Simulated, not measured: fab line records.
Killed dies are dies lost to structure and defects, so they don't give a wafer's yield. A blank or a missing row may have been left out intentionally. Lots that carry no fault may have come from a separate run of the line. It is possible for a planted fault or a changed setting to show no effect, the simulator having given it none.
fab line records	flow sky130	part 1 of 2: steps 1 to 32 of 44
record: lots: 5	wafers: 15	last_day: 51
route steps=708 shown LDD_HVP@286 LDD_LDN@289 SPACER@304 POLY_CUT@307 SD_P@320
lots untouched by any fault: they come from a run of this same line in which no faults occurred
start_h: start of the lot's first displayed wafer, in hours after the record's first day	wait_h: hours elapsed since this lot's preceding step	" same as the row above	L1.1+2: one row covering several wafers at once	- either no value or no given start	* or withheld: withheld	< > ~ a bound
route shown NAME@n: names a module that has steps shown in the file, with the first one's number in the route	usual: mean/standard deviation of fault-free wafers	same: alike in all rows	chamber/n: place in a boat	sites: readings site by site	_std_site: how widely they spread, as a standard deviation	_edge_site: the outer-site mean with the inner-site mean subtracted	radius_mm: for every site, how far away it sits from the centre of the wafer	mask NAME#n: copy n	behind: the tool/chamber that last shaped the wafer	hold: why the lot went on hold/how many hours it stayed there/how the hold came to an end	device: the n, p or np transistor that did not switch	end of line: the route-end tests of the same wafers	where a step has no rows: the recipe by itself	killed: dies that structure and defects cost at the first sort, which is not the same as the wafer's yield	map: the dies of a wafer, with x for killed, . for not killed, _ for no die there
set.NAME: the setting as run; set.NAME@STEP: as run at that earlier step	model.NAME: the simulator's own value behind a step, which no gauge read
a table for each step, a row for each wafer; lots at some steps of the route
services: a tool's chamber out of use, with start hour (start_h, from the record's first day; less than 0 if before it), hours out, and reason
== steps ==
step: SKY_LDD_HVP_IMPLANT_08
recipe: species: B	energy_kev: 20	dose_cm2: 1.7e+13	tilt_deg: 17.9
lot.wafer	tool	chamber	start_h	wait_h
L084.1+2+5	implanter-03	0	575.24	0.0
L089.1+4+6	implanter-04	0	623.85	0.0
L091.1+2+4	implanter-03	0	641.71	0.0
L093.4+5+6	implanter-03	0	660.07	0.1
L097.3+5+6	implanter-04	0	712.46	0.1
step: SKY_LDD_HVP_STRIP_09
recipe: chemistry: O2/N2	power_w: 1400	pressure_mtorr: 1500	platen_temp_c: withheld	o2_flow_sccm: 3000	n2_flow_sccm: 300	overash_fraction: 0.5
usual: drypump_motor_current_A: 5.7/0.51	oes_product_au: 0.408/0.005	strip_time_to_endpoint_s: 4.131/0.016
lot.wafer	tool	chamber	start_h	wait_h	drypump_motor_current_A	oes_product_au	rf_hours_counter_h	strip_time_to_endpoint_s
L084.1	plasma_asher-03	0	575.39	0.1	6.6	0.399	77	4.136
L084.2	"	1	"	"	5.5	0.409	77	4.134
L084.5	"	0	"	"	6.5	0.410	-	4.121
L089.1	plasma_asher-01	1	624.00	0.1	5.9	0.405	91	4.146
L089.4	"	1	"	"	5.9	0.407	-	4.139
L089.6	"	0	"	"	5.5	0.408	-	4.114
L091.1	plasma_asher-03	1	641.86	0.1	5.5	0.404	83	4.164
L091.2	"	0	"	"	6.5	0.411	83	4.107
L091.4	"	0	"	"	6.5	0.410	-	4.133
L093.4	plasma_asher-03	1	660.18	0.1	5.5	0.413	-	4.120
L093.5	"	1	"	"	5.5	0.398	-	4.135
L093.6	"	0	"	"	6.5	0.399	-	4.116
L097.3	plasma_asher-01	0	712.60	0.1	5.5	0.409	-	4.111
L097.5	"	1	"	"	5.9	0.409	-	4.135
L097.6	"	0	"	"	5.5	0.413	-	4.126
step: SKY_LDD_HVP_TW_MEAS_10
usual: LDD_HVP_TW: 460/5.5
lot.wafer	tool	chamber	start_h	wait_h	LDD_HVP_TW
L084.1	film_metro-04	-	575.49	0.1	456
L084.2	"	-	"	"	456
L084.5	"	-	"	"	455
L089.1	film_metro-04	-	624.10	0.1	457
L089.4	"	-	"	"	456
L089.6	"	-	"	"	455
L091.1	film_metro-03	-	641.96	0.1	457
L091.2	"	-	"	"	455
L091.4	"	-	"	"	459
L093.4	film_metro-03	-	660.28	0.1	457
L093.5	"	-	"	"	455
L093.6	"	-	"	"	456
L097.3	film_metro-02	-	712.68	0.1	465
L097.5	"	-	"	"	466
L097.6	"	-	"	"	463
step: SKY_LDD_LDN_DEHYDRATE_00
recipe: temp_c: 200	time_s: 60
same: time_s: 60
lot.wafer	tool	chamber	start_h	wait_h
L084.1+2+5	litho_track-03	0	589.71	14.2
L089.1+4+6	litho_track-04	0	638.01	13.9
L091.1+2+4	litho_track-02	0	655.47	13.5
L093.4+5+6	litho_track-04	0	674.08	13.8
L097.3+5+6	litho_track-02	0	725.62	12.9
step: SKY_LDD_LDN_HMDS_01
recipe: prime_time_s: 60	prime_temp_c: 120
usual: prime_temp_c: 119.98/0.14
lot.wafer	tool	chamber	start_h	wait_h	prime_temp_c
L084.1	litho_track-03	0	589.86	0.1	119.83
L084.2	"	0	"	"	119.99
L084.5	"	0	"	"	119.96
L089.1	litho_track-04	0	638.16	0.1	119.78
L089.4	"	0	"	"	119.93
L089.6	"	0	"	"	119.93
L091.1	litho_track-02	0	655.62	0.1	119.97
L091.2	"	0	"	"	119.77
L091.4	"	0	"	"	119.81
L093.4	litho_track-04	0	674.23	0.1	119.84
L093.5	"	0	"	"	119.77
L093.6	"	0	"	"	119.76
L097.3	litho_track-02	0	725.77	0.1	119.92
L097.5	"	0	"	"	119.88
L097.6	"	0	"	"	119.70
step: SKY_LDD_LDN_COAT_02
recipe: resist: NOVOLAK	spin_rpm: 3000	resist_thk_nm: 1158
lot.wafer	tool	chamber	start_h	wait_h
L084.1+2+5	litho_track-03	0	590.01	0.1
L089.1+4+6	litho_track-04	0	638.31	0.1
L091.1+2+4	litho_track-02	0	655.77	0.1
L093.4+5+6	litho_track-04	0	674.38	0.1
L097.3+5+6	litho_track-02	0	725.92	0.1
step: SKY_LDD_LDN_SOFTBAKE_03
recipe: temp_c: 90	time_s: 60	resist: NOVOLAK
same: time_s: 60
lot.wafer	tool	chamber	start_h	wait_h
L084.1+2+5	litho_track-03	0	590.16	0.1
L089.1+4+6	litho_track-04	0	638.46	0.1
L091.1+2+4	litho_track-02	0	655.92	0.1
L093.4+5+6	litho_track-04	0	674.53	0.1
L097.3+5+6	litho_track-02	0	726.07	0.1
step: SKY_LDD_LDN_EXPOSE_04
recipe: mask_id: LDNTM	na: 0.6	source_shape: conventional	sigma_outer: 0.6	polarization: unpolarized	target_cd_nm: 700	dose_mj: 140
same: sigma_outer: 0.6
lot.wafer	tool	chamber	start_h	wait_h	mask
L084.1+2+5	iline_stepper-02	0	-	-	LDNTM#0
L089.1+4+6	iline_stepper-01	0	-	-	LDNTM#0
L091.1+2+4	iline_stepper-01	0	-	-	LDNTM#0
L093.4+5+6	iline_stepper-02	0	-	-	LDNTM#0
L097.3+5+6	iline_stepper-01	0	-	-	LDNTM#0
step: SKY_LDD_LDN_PEB_05
recipe: temp_c: withheld	time_s: *	resist: NOVOLAK
same: time_s: *
lot.wafer	tool	chamber	start_h	wait_h
L084.1+2+5	litho_track-02	0	-	-
L089.1+4+6	litho_track-02	0	-	-
L091.1+2+4	litho_track-02	0	-	-
L093.4+5+6	litho_track-03	0	-	-
L097.3+5+6	litho_track-03	0	-	-
step: SKY_LDD_LDN_DEVELOP_06
recipe: resist: NOVOLAK	developer: TMAH	develop_time_s: 60	dev_temp_c: 23
lot.wafer	tool	chamber	start_h	wait_h
L084.1+2+5	litho_track-02	0	604.32	0.1
L089.1+4+6	litho_track-02	0	652.47	0.1
L091.1+2+4	litho_track-02	0	669.52	0.1
L093.4+5+6	litho_track-03	0	688.14	0.1
L097.3+5+6	litho_track-03	0	739.51	0.1
step: SKY_LDD_LDN_OVL_MEAS_07
usual: LDD_LDN_OVL: -0.7/1.2
lot.wafer	tool	chamber	start_h	wait_h	LDD_LDN_OVL[nm]
L084.1	overlay-01	-	604.47	0.1	-0.8
L084.2	"	-	"	"	-0.5
L084.5	"	-	"	"	-1.0
L089.1	overlay-02	-	652.62	0.1	-1.9
L089.4	"	-	"	"	-2.4
L089.6	"	-	"	"	-3.1
L091.1	overlay-02	-	669.67	0.1	-0.2
L091.2	"	-	"	"	-0.3
L091.4	"	-	"	"	-0.8
L093.4	overlay-01	-	688.23	0.1	1.4
L093.5	"	-	"	"	1.8
L093.6	"	-	"	"	1.4
L097.3	overlay-01	-	739.63	0.1	2.1
L097.5	"	-	"	"	0.4
L097.6	"	-	"	"	0.5
step: SKY_LDD_LDN_IMPLANT_08
recipe: species: As	energy_kev: 15	dose_cm2: 1.25e+13	tilt_deg: withheld	rotation_deg: 23
lot.wafer	tool	chamber	start_h	wait_h
L084.1+2+5	implanter-01	0	604.51	0.0
L089.1+4+6	implanter-02	0	652.66	0.0
L091.1+2+4	implanter-02	0	669.71	0.0
L093.4+5+6	implanter-01	0	688.32	0.1
L097.3+5+6	implanter-01	0	739.70	0.1
step: SKY_LDD_LDN_IMPLANT_09
recipe: species: As	energy_kev: 15	dose_cm2: 1.25e+13	tilt_deg: withheld	rotation_deg: 113
lot.wafer	tool	chamber	start_h	wait_h
L084.1+2+5	implanter-01	0	604.66	0.1
L089.1+4+6	implanter-02	0	652.81	0.1
L091.1+2+4	implanter-02	0	669.86	0.1
L093.4+5+6	implanter-01	0	688.47	0.1
L097.3+5+6	implanter-01	0	739.85	0.1
step: SKY_LDD_LDN_IMPLANT_10
recipe: species: As	energy_kev: 15	dose_cm2: 1.25e+13	tilt_deg: withheld	rotation_deg: 203
lot.wafer	tool	chamber	start_h	wait_h
L084.1+2+5	implanter-01	0	604.81	0.1
L089.1+4+6	implanter-02	0	652.96	0.1
L091.1+2+4	implanter-02	0	670.01	0.1
L093.4+5+6	implanter-01	0	688.62	0.1
L097.3+5+6	implanter-01	0	740.00	0.1
step: SKY_LDD_LDN_IMPLANT_11
recipe: species: As	energy_kev: 15	dose_cm2: 1.25e+13	tilt_deg: withheld	rotation_deg: 293
lot.wafer	tool	chamber	start_h	wait_h
L084.1+2+5	implanter-01	0	604.96	0.1
L089.1+4+6	implanter-02	0	653.11	0.1
L091.1+2+4	implanter-02	0	670.16	0.1
L093.4+5+6	implanter-01	0	688.77	0.1
L097.3+5+6	implanter-01	0	740.15	0.1
step: SKY_LDD_LDN_STRIP_12
recipe: chemistry: O2/N2	power_w: 1400	pressure_mtorr: 1500	platen_temp_c: withheld	o2_flow_sccm: 3000	n2_flow_sccm: 300	overash_fraction: 0.5
usual: drypump_motor_current_A: 5.9/0.56	oes_product_au: 0.715/0.0045	strip_time_to_endpoint_s: 14.36/0.036
lot.wafer	tool	chamber	start_h	wait_h	drypump_motor_current_A	oes_product_au	rf_hours_counter_h	strip_time_to_endpoint_s
L084.1	plasma_asher-02	0	605.11	0.1	5.7	0.719	50	14.38
L084.2	"	1	"	"	4.9	0.718	50	14.38
L084.5	"	0	"	"	5.7	0.719	-	14.39
L089.1	plasma_asher-03	1	653.26	0.1	5.5	0.708	84	14.31
L089.4	"	1	"	"	5.5	0.714	-	14.31
L089.6	"	0	"	"	6.5	0.716	-	14.35
L091.1	plasma_asher-03	0	670.31	0.1	6.5	0.723	87	14.32
L091.2	"	1	"	"	5.5	0.711	87	14.37
L091.4	"	1	"	"	5.5	0.723	-	14.34
L093.4	plasma_asher-02	1	688.88	0.1	4.9	0.711	-	14.35
L093.5	"	1	"	"	4.9	0.714	-	14.40
L093.6	"	0	"	"	5.7	0.720	-	14.40
L097.3	plasma_asher-03	1	740.28	0.1	5.5	0.712	-	14.37
L097.5	"	0	"	"	6.6	0.709	-	14.39
L097.6	"	1	"	"	5.5	0.711	-	14.41
step: SKY_LDD_LDN_TW_MEAS_13
usual: LDD_LDN_TW: 1491/16
lot.wafer	tool	chamber	start_h	wait_h	LDD_LDN_TW
L084.1	film_metro-01	-	605.21	0.1	1489
L084.2	"	-	"	"	1490
L084.5	"	-	"	"	1487
L089.1	film_metro-01	-	653.36	0.1	1484
L089.4	"	-	"	"	1486
L089.6	"	-	"	"	1479
L091.1	film_metro-03	-	670.41	0.1	1485
L091.2	"	-	"	"	1478
L091.4	"	-	"	"	1488
L093.4	film_metro-03	-	688.98	0.1	1487
L093.5	"	-	"	"	1493
L093.6	"	-	"	"	1481
L097.3	film_metro-03	-	740.37	0.1	1479
L097.5	"	-	"	"	1469
L097.6	"	-	"	"	1479
step: SKY_LDD_LDN_CLEAN_14
recipe: chemistry: SC1/SC2	mix: 1:4:20	temp_c: 70	time_s: 150	dry: n2_spin
usual: bath_heat_duty_pct: 14.3/1.9
same: time_s: 150
lot.wafer	tool	chamber	start_h	wait_h	bath_heat_duty_pct
L084.1	wet_bench-02	0	605.27	0.1	17.7
L084.2	"	0	"	"	16.0
L084.5	"	0	"	"	14.9
L089.1	wet_bench-04	1	653.42	0.1	14.0
L089.4	"	1	"	"	14.8
L089.6	"	1	"	"	13.7
L091.1	wet_bench-02	2	670.47	0.1	15.6
L091.2	"	2	"	"	15.7
L091.4	"	2	"	"	17.3
L093.4	wet_bench-04	3	689.01	0.0	15.6
L093.5	"	3	"	"	15.5
L093.6	"	3	"	"	15.7
L097.3	wet_bench-02	1	740.41	0.0	11.9
L097.5	"	1	"	"	10.7
L097.6	"	1	"	"	11.3
step: SKY_SPACER_CVD_00
recipe: material: Si3N4	precursor: DCS/NH3	target_thk_nm: 43.1	temp_c: 770	time_s: 740	pressure_mtorr: 250
same: time_s: 740
lot.wafer	tool	chamber	start_h	wait_h
L084.1+2+5	lpcvd-02	1	605.32	0.0
L089.1+4+6	lpcvd-02	0	653.47	0.0
L091.1+2+4	lpcvd-02	0	670.53	0.0
L093.4+5+6	lpcvd-02	1	689.39	0.3
L097.3+5+6	lpcvd-02	0	740.46	0.0
step: SKY_SPACER_THK_MEAS_01
recipe: reads: Si3N4_of_SPACER_CVD_00
usual: SPACER_CVD_00_THK: 43.3/0.33
lot.wafer	tool	chamber	start_h	wait_h	SPACER_CVD_00_THK[nm]
L084.1	film_metro-04	-	606.53	0.0	43.2
L084.2	"	-	"	"	43.5
L084.5	"	-	"	"	43.2
L089.1	film_metro-01	-	654.67	0.0	43.4
L089.4	"	-	"	"	43.4
L089.6	"	-	"	"	43.8
L091.1	film_metro-01	-	671.73	0.0	42.7
L091.2	"	-	"	"	42.8
L091.4	"	-	"	"	42.6
L093.4	film_metro-03	-	690.62	0.0	43.0
L093.5	"	-	"	"	43.1
L093.6	"	-	"	"	42.9
L097.3	film_metro-01	-	741.68	0.0	43.1
L097.5	"	-	"	"	43.0
L097.6	"	-	"	"	43.2
step: SKY_SPACER_ETCHBACK_02
recipe: chemistry: CH3F/O2	target: Si3N4	stop_on: SiO2	source_w: 400	bias_w: 80	pressure_mtorr: 25	ch3f_flow_sccm: 40	O2_flow_sccm: 30	time_s: 46.7	target_depth_a: 450
usual: bias_w: 80.02/0.24	drypump_motor_current_A: 5.6/0.42	oes_product_au: 0.857/0.0053	throttle_valve_pct: 10.563/0.0081
same: time_s: 46.7
lot.wafer	tool	chamber	start_h	wait_h	bias_w	drypump_motor_current_A	oes_product_au	rf_hours_counter_h	throttle_valve_pct
L084.1	rie_diel-04	1	606.59	0.1	79.96	6.0	0.859	9	10.566
L084.2	"	3	"	"	79.94	6.6	0.863	40	10.563
L084.5	"	3	"	"	80.01	6.6	0.853	-	10.569
L089.1	rie_diel-04	3	654.73	0.1	79.83	6.6	0.860	41	10.570
L089.4	"	0	"	"	80.39	5.5	0.858	4	10.581
L089.6	"	3	"	"	79.81	6.6	0.857	-	10.556
L091.1	rie_diel-03	1	671.79	0.1	79.85	5.2	0.848	7	10.563
L091.2	"	2	"	"	79.74	5.7	0.845	2	10.573
L091.4	"	3	"	"	79.94	5.1	0.851	18	10.562
L093.4	rie_diel-03	0	690.65	0.0	80.47	5.4	0.849	22	10.581
L093.5	"	0	"	"	80.08	5.4	0.859	-	10.569
L093.6	"	1	"	"	80.13	5.3	0.856	-	10.562
L097.3	rie_diel-04	2	741.72	0.0	79.91	5.6	0.857	5	10.563
L097.5	"	2	"	"	79.77	5.7	0.850	-	10.555
L097.6	"	1	"	"	80.41	5.9	0.861	-	10.546
step: SKY_POLY_CUT_DEHYDRATE_00
recipe: temp_c: 200	time_s: 60
same: time_s: 60
lot.wafer	tool	chamber	start_h	wait_h
L084.1+2+5	litho_track-03	0	620.46	13.9
L089.1+4+6	litho_track-04	0	667.61	12.9
L091.1+2+4	litho_track-03	0	684.46	12.7
L093.4+5+6	litho_track-04	0	703.98	13.3
L097.3+5+6	litho_track-03	0	754.06	12.3
step: SKY_POLY_CUT_HMDS_01
recipe: prime_time_s: 60	prime_temp_c: 120
usual: prime_temp_c: 119.99/0.12
lot.wafer	tool	chamber	start_h	wait_h	prime_temp_c
L084.1	litho_track-03	0	620.61	0.1	119.88
L084.2	"	0	"	"	119.95
L084.5	"	0	"	"	120.14
L089.1	litho_track-04	0	667.76	0.1	119.82
L089.4	"	0	"	"	119.95
L089.6	"	0	"	"	119.90
L091.1	litho_track-03	0	684.61	0.1	120.27
L091.2	"	0	"	"	120.13
L091.4	"	0	"	"	120.00
L093.4	litho_track-04	0	704.13	0.1	120.15
L093.5	"	0	"	"	119.94
L093.6	"	0	"	"	119.83
L097.3	litho_track-03	0	754.21	0.1	119.95
L097.5	"	0	"	"	120.06
L097.6	"	0	"	"	119.92
step: SKY_POLY_CUT_COAT_02
recipe: resist: BARC	temp_c: withheld	time_s: withheld	spin_rpm: 3000	resist_thk_nm: 60
lot.wafer	tool	chamber	start_h	wait_h
L084.1+2+5	litho_track-03	0	620.76	0.1
L089.1+4+6	litho_track-04	0	667.91	0.1
L091.1+2+4	litho_track-03	0	684.76	0.1
L093.4+5+6	litho_track-04	0	704.28	0.1
L097.3+5+6	litho_track-03	0	754.36	0.1
step: SKY_POLY_CUT_COAT_03
recipe: resist: KrF-thick	spin_rpm: 3000	resist_thk_nm: 450
lot.wafer	tool	chamber	start_h	wait_h
L084.1+2+5	litho_track-03	0	-	-
L089.1+4+6	litho_track-04	0	-	-
L091.1+2+4	litho_track-03	0	-	-
L093.4+5+6	litho_track-04	0	-	-
L097.3+5+6	litho_track-03	0	-	-
step: SKY_POLY_CUT_SOFTBAKE_04
recipe: temp_c: 100	time_s: 90	resist: KrF-thick
same: time_s: 90
lot.wafer	tool	chamber	start_h	wait_h
L084.1+2+5	litho_track-03	0	-	-
L089.1+4+6	litho_track-04	0	-	-
L091.1+2+4	litho_track-03	0	-	-
L093.4+5+6	litho_track-04	0	-	-
L097.3+5+6	litho_track-03	0	-	-
step: SKY_POLY_CUT_EXPOSE_05
recipe: mask_id: NPCM	na: 0.8	source_shape: annular	sigma_inner: 0.55	sigma_outer: 0.85	target_cd_nm: 270	dose_mj: 32
same: sigma_outer: 0.85
lot.wafer	tool	chamber	start_h	wait_h	mask
L084.1+2+5	krf_scanner-02	0	-	-	NPCM#0
L089.1+4+6	krf_scanner-01	0	-	-	NPCM#0
L091.1+2+4	krf_scanner-02	0	-	-	NPCM#0
L093.4+5+6	krf_scanner-01	0	-	-	NPCM#0
L097.3+5+6	krf_scanner-02	0	-	-	NPCM#0
step: SKY_POLY_CUT_PEB_06
recipe: peb_temp_c: withheld	peb_time_s: withheld	resist: KrF-thick
lot.wafer	tool	chamber	start_h	wait_h
L084.1+2+5	litho_track-01	0	-	-
L089.1+4+6	litho_track-03	0	-	-
L091.1+2+4	litho_track-01	0	-	-
L093.4+5+6	litho_track-03	0	-	-
L097.3+5+6	litho_track-04	0	-	-
step: SKY_POLY_CUT_DEVELOP_07
recipe: develop_time_s: 60	resist: KrF-thick	dev_temp_c: 21
lot.wafer	tool	chamber	start_h	wait_h
L084.1+2+5	litho_track-01	0	-	-
L089.1+4+6	litho_track-03	0	-	-
L091.1+2+4	litho_track-01	0	-	-
L093.4+5+6	litho_track-03	0	-	-
L097.3+5+6	litho_track-04	0	-	-
step: SKY_POLY_CUT_CD_MEAS_08
recipe: target_cd_nm: 270
usual: cd_nm: 270.3/1.3
lot.wafer	tool	chamber	start_h	wait_h	cd_nm
L084.1	cd_sem-02	-	635.06	-	270.1
L084.2	"	-	"	"	270.2
L084.5	"	-	"	"	269.9
L089.1	cd_sem-02	-	682.56	-	269.8
L089.4	"	-	"	"	268.0
L089.6	"	-	"	"	269.0
L091.1	cd_sem-01	-	698.96	-	272.2
L091.2	"	-	"	"	271.6
L091.4	"	-	"	"	271.7
L093.4	cd_sem-02	-	718.67	-	273.0
L093.5	"	-	"	"	272.2
L093.6	"	-	"	"	271.7
L097.3	cd_sem-02	-	768.05	-	269.0
L097.5	"	-	"	"	267.7
L097.6	"	-	"	"	269.8
step: SKY_POLY_CUT_OVL_MEAS_09
usual: POLY_CUT_OVL: 4/4.9
lot.wafer	tool	chamber	start_h	wait_h	POLY_CUT_OVL[nm]
L084.1	overlay-02	-	635.18	0.1	2
L084.2	"	-	"	"	-2
L084.5	"	-	"	"	-3
L089.1	overlay-01	-	682.68	0.1	10
L089.4	"	-	"	"	4
L089.6	"	-	"	"	3
L091.1	overlay-01	-	699.08	0.1	4
L091.2	"	-	"	"	-1
L091.4	"	-	"	"	2
L093.4	overlay-02	-	718.75	0.1	-1
L093.5	"	-	"	"	1
L093.6	"	-	"	"	-3
L097.3	overlay-02	-	768.14	0.1	3
L097.5	"	-	"	"	-2
L097.6	"	-	"	"	-1
step: SKY_POLY_CUT_ETCH_10
recipe: chemistry: N2/H2	target: BARC	ion_energy_ev: 200	source_w: 500	bias_w: 100	pressure_mtorr: 30	n2_flow_sccm: 100	h2_flow_sccm: 200	stop_on: SiO2	time_s: 45.9	target_depth_a: 600
usual: bias_w: 100.06/0.29	drypump_motor_current_A: 5.6/0.49	oes_product_au: 0.855/0.0049	throttle_valve_pct: 13.224/0.0098
same: time_s: 45.9
lot.wafer	tool	chamber	start_h	wait_h	bias_w	drypump_motor_current_A	oes_product_au	rf_hours_counter_h	throttle_valve_pct
L084.1	rie_diel-04	0	635.21	0.0	100.83	5.5	0.859	4	13.218
L084.2	"	3	"	"	99.79	6.6	0.852	40	13.224
L084.5	"	1	"	"	100.13	6.0	0.854	-	13.216
L089.1	rie_diel-04	3	682.72	0.0	100.25	6.6	0.848	41	13.219
L089.4	"	2	"	"	100.03	5.7	0.859	4	13.221
L089.6	"	2	"	"	100.08	5.7	0.859	-	13.229
L091.1	rie_diel-01	0	699.11	0.0	100.35	6.3	0.855	10	13.244
L091.2	"	3	"	"	99.85	6.0	0.850	10	13.232
L091.4	"	1	"	"	99.99	5.2	0.864	41	13.230
L093.4	rie_diel-04	2	718.77	0.0	99.83	5.7	0.858	4	13.221
L093.5	"	1	"	"	99.69	6.0	0.848	-	13.236
L093.6	"	0	"	"	100.03	5.5	0.860	-	13.233
L097.3	rie_diel-01	1	768.16	0.0	100.53	5.2	0.855	43	13.244
L097.5	"	3	"	"	99.93	6.0	0.859	-	13.217
L097.6	"	0	"	"	100.76	6.3	0.858	-	13.215
